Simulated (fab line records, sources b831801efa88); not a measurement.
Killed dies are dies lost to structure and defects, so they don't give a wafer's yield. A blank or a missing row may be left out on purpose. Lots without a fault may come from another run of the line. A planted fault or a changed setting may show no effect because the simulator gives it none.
Chamber matching | flow sfq_line | SFQ_TRILAYER_I4_CMP_CMP_100 on cmp-01: 4 sister chambers
The step polishes SiO2. 8 wafers are shown with their chamber, then 8 later ones without.

WAFERS WITH THEIR CHAMBER
wafer  | chamber | motor_current_A (A) | time_to_endpoint_s (s)
L398.3 | 2       | 9.9                 | 204
L403.5 | 0       | 9.3                 | 221
L412.1 | 1       | 8.1                 | 195
L412.5 | 3       | 11.7                | 221
L414.1 | 2       | 9.5                 | 209
L414.5 | 0       | 9.6                 | 216
L414.6 | 3       | 11.1                | 226
L415.4 | 1       | 8.6                 | 215

WAFERS WITHOUT THEIR CHAMBER
wafer  | motor_current_A (A) | time_to_endpoint_s (s)
L415.1 | 9.6                 | 205
L415.6 | 10.1                | 199
L416.1 | 10.2                | 220
L416.3 | 9.8                 | 209
L416.5 | 9.4                 | 219
L419.1 | 8.8                 | 204
L419.3 | 9.5                 | 202
L419.5 | 9.2                 | 197

WHICH CHAMBER EACH WENT THROUGH
wafer  | from the rows above          | in truth
L415.1 | can't be placed: 2 or 0      | 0
L415.6 | can't be placed: 2 or 0      | 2
L416.1 | can't be placed: 0 or 2 or 3 | 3
L416.3 | can't be placed: 2 or 0      | 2
L416.5 | can't be placed: 0 or 2      | 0
L419.1 | can't be placed: 1 or 0 or 2 | 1
L419.3 | can't be placed: 2 or 0      | 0
L419.5 | can't be placed: 2 or 1 or 0 | 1
Placed correctly: 0 of 8. Can't be placed from these rows: 8 (the true chamber is among the candidates in 8). Placed wrongly: 0.
How it was worked out, from the rows above alone: a wafer's distance from a chamber is the root of the sum, over the readings, of the square of ((its reading less the chamber's mean) divided by the reading's scatter). The wafer belongs to the nearest chamber; if the next one is less than 2 further off, it can't be placed. A chamber's mean is the mean of its shown wafers. The scatter: the root of (the sum of the squares of (reading less its chamber's mean) over the shown wafers, divided by (wafers less chambers)).
